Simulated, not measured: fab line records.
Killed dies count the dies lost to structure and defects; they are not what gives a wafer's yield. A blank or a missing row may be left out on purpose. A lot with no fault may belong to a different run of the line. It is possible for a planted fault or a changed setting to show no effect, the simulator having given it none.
Which of the tools did it? / flow gf180mcu / 30 wafers from 10 lots sampled at 3 of the route's 602 steps

WHAT THE GAUGES READ, wafer by wafer
GF_V1_RS_MEAS_24: the measuring method here is four-point-probe.
lot=L183; measured=day 19 12:26; on=film metro-02; V1_W_RS (ohm/sq)=0.322 0.319 0.322
lot=L184; measured=day 19 20:23; on=film metro-03; V1_W_RS (ohm/sq)=0.227 0.228 0.227 0.227 0.229 0.227
lot=L185; measured=day 20 07:30; on=film metro-02; V1_W_RS (ohm/sq)=0.227 0.226 0.227 0.226 0.227 0.226
lot=L195; measured=day 24 02:13; on=film metro-01; V1_W_RS (ohm/sq)=0.327 0.327 0.326
lot=L196; measured=day 24 11:28; on=film metro-01; V1_W_RS (ohm/sq)=0.328 0.329 0.333
lot=L197; measured=day 24 13:43; on=film metro-01; V1_W_RS (ohm/sq)=0.336 0.332 0.333
lot=L198; measured=day 24 22:34; on=film metro-02; V1_W_RS (ohm/sq)=0.324 0.328 0.322
lot=L199; measured=day 25 04:44; on=film metro-01; V1_W_RS (ohm/sq)=0.318 0.317 0.316
lot=L200; measured=day 25 23:29; on=film metro-01; V1_W_RS (ohm/sq)=0.331 0.327 0.329
lot=L202; measured=day 26 09:11; on=film metro-02; V1_W_RS (ohm/sq)=0.321 0.326 0.324

GF_V1_THK_MEAS_25: measures by xrf.
lot=L183; measured=day 19 12:32; on=film metro-02; V1_W_THK (nm)=362 363 360
lot=L184; measured=day 20 01:07; on=film metro-03; V1_W_THK (nm)=507 507 509 511 506 510
lot=L185; measured=day 20 09:18; on=film metro-02; V1_W_THK (nm)=523 524 520 518 523 519
lot=L195; measured=day 24 02:19; on=film metro-01; V1_W_THK (nm)=358 358 358
lot=L196; measured=day 24 11:35; on=film metro-01; V1_W_THK (nm)=359 354 351
lot=L197; measured=day 24 13:49; on=film metro-01; V1_W_THK (nm)=349 354 350
lot=L198; measured=day 24 22:40; on=film metro-02; V1_W_THK (nm)=357 355 363
lot=L199; measured=day 25 04:51; on=film metro-01; V1_W_THK (nm)=368 369 370
lot=L200; measured=day 25 23:36; on=film metro-01; V1_W_THK (nm)=351 359 355
lot=L202; measured=day 26 09:17; on=film metro-02; V1_W_THK (nm)=363 359 362

WHICH TOOL RAN EACH LOT (tool, then ch and the chambers of the sampled wafers, then the start)
lot=L183; GF_V1_CVD_23=cvd w-01 ch 0,1, day 19 12:19
lot=L184; GF_V1_CVD_23=cvd w-01 ch 0,1, day 19 20:16
lot=L185; GF_V1_CVD_23=cvd w-01 ch 0,1, day 20 07:22
lot=L195; GF_V1_CVD_23=cvd w-01 ch 0,1, day 24 02:06
lot=L196; GF_V1_CVD_23=cvd w-01 ch 0,1, day 24 11:22
lot=L197; GF_V1_CVD_23=cvd w-01 ch 0,1, day 24 13:36
lot=L198; GF_V1_CVD_23=cvd w-01 ch 0,1, day 24 22:27
lot=L199; GF_V1_CVD_23=cvd w-02 ch 1, day 25 04:32
lot=L200; GF_V1_CVD_23=cvd w-01 ch 0,1, day 25 23:22
lot=L202; GF_V1_CVD_23=cvd w-01 ch 0,1, day 26 09:04
- GF_V1_CVD_23: deposits W, target thk 350 nm, time 105.05 s.

AS READ BY THE TOOLS THEMSELVES (means over the sampled wafers that have a number; for cases with no such wafer, the mark the record gives instead)
GF_V1_CVD_23.
lot=L183; tool=cvd w-01; heater power w (W)=870
lot=L184; tool=cvd w-01; heater power w (W)=900
lot=L185; tool=cvd w-01; heater power w (W)=891
lot=L195; tool=cvd w-01; heater power w (W)=868
lot=L196; tool=cvd w-01; heater power w (W)=869
lot=L197; tool=cvd w-01; heater power w (W)=898
lot=L198; tool=cvd w-01; heater power w (W)=875
lot=L199; tool=cvd w-02; heater power w (W)=848
lot=L200; tool=cvd w-01; heater power w (W)=910
lot=L202; tool=cvd w-01; heater power w (W)=879

THE ANSWER, worked out from the rows above alone
Rule: usual is defined by the lots themselves. Put in order of their means at a reading, lots are off if they are a third of the lots or fewer, leave a main group of 4 or more, and stand apart from it by a gap of 3 or more times the standard deviation of the main group's means; of several such gaps the widest counts. A main group whose means are all the same, to the digits that the tables above print for the reading, isn't used. Also off: a lot with no number at a reading for which 4 or more lots have one. The other lots that the step has rows for count as sound. The gauges are gone through in route order, then the tools' own readings, and for those a lot's mean is taken as printed above. The first step at which some lot is off is used, and at that step the reading that is off furthest; a lot without a number counts as furthest.
Off: at GF_V1_RS_MEAS_24 (V1_W_RS), L184, L185. For the main group the mean is 0.326 ohm/sq and the standard deviation 0.005.
A tool fits if, at a process step before that reading, it ran every lot that is off, and no sound lot after the first of them. Gauges at GF_V1_RS_MEAS_24: tried the same way as those tools. None of those tried fits.

WHAT THE SIMULATOR PUT IN
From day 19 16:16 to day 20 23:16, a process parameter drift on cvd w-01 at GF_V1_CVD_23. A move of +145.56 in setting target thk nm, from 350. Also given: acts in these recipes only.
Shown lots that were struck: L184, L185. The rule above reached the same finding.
